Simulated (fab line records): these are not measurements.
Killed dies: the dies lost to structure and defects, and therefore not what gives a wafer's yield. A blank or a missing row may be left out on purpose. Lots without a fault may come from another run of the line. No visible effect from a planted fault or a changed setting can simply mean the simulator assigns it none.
Comparing a struck lot with a sound one / flow gf180mcu / 13 steps out of a route of 602
Sound: these wafers, L238.4, L238.5, L238.6. Wafers struck: L236.1, L236.2, L236.6. The cause is given at the end.
For every step that has rows: the tool of each side, followed by ch and its chambers, followed by its first start. Under that, the readings that differ: sound wafers / struck wafers / difference of the means / sigmas: that difference in standard deviations of wafers without a fault.
alike: same words and numbers on both sides, and readings whose means sit less than 2 such deviations apart. not compared: any withheld reading, any reading some wafer has no value for, any bound like >300 that may hide the same value, and any number with overlapping values for which the record gives no deviation.
A row with sigmas, a row that says differs or no value, or rows on one side alone: a step with any of these is where the two part. Numbers that have no deviation but don't overlap get no sigmas and don't part them. Lack of a reading on every wafer of one side parts them only where that side has two or more wafers.

first, 5 steps without rows for these wafers: GF_STI_WET_ETCH_17 (etches Si3N4 in H3PO4, target depth 45 nm, time 514 s); GF_STI_CLEAN_18 (cleans in SC1/SC2, time 150 s); GF_STI_CLEAN_19 (cleans in dHF, time 20 s); GF_STI_WET_ETCH_20 (etches SiO2 in dHF, target depth 20 nm, time 400 s); GF_STI_OXIDATION_21 (stabilise 600 s, purge 300 s, target thk 15 nm).
GF_STI_THK_MEAS_22:
  sound on filmMetro-02 at day 5 13:07; struck on filmMetro-02 at day 5 02:40
  alike: STI_OXIDATION_01_THK
then, 1 step without rows for these wafers: GF_STI_CVD_23 (deposits SiO2, target thk 650 nm, time 108.3 s).
GF_STI_THK_MEAS_24:
  sound on filmMetro-02 at day 5 13:15; struck on filmMetro-03 at day 5 02:49
  alike: STI_CVD_23_THK
GF_STI_CMP_25: polishes, stops on Si3N4, t overpolish 33 s, target thk 524.6 nm.
  sound on cmp-02 ch 1,2,3, day 5 13:35; struck on cmp-01 ch 0,1,2, day 5 02:55
  alike: motorCurrentA, overpolishRunS, timeToEndpointS
then, 3 steps without rows for these wafers: GF_STI_WET_ETCH_26 (etches SiO2 in dHF, target depth 94 nm, time 188 s); GF_STI_WET_ETCH_27 (etches Si3N4 in H3PO4, target depth 160 nm, time 1825 s); GF_STI_WET_ETCH_28 (etches SiO2 in dHF, target depth 20 nm, time 40 s).
GF_STI_OXIDATION_29: stabilise 600 s, purge 300 s, target thk 10 nm.
  struck on furnace-02, day 5 03:55; sound on furnace-01 ch 0, day 5 14:54
  no value came back on the struck wafers for oxTempC (C), oxTempCMax, purgeS (s); on the sound wafers oxTempC (C) reads 899.8 900.1 900.6

## WHERE THEY PART
Within this record, at GF_STI_OXIDATION_29 only.

WHY: the cause the simulator had injected
Beginning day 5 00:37, the whole step at GF_STI_OXIDATION_29 was skipped on furnace-02. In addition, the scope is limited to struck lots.
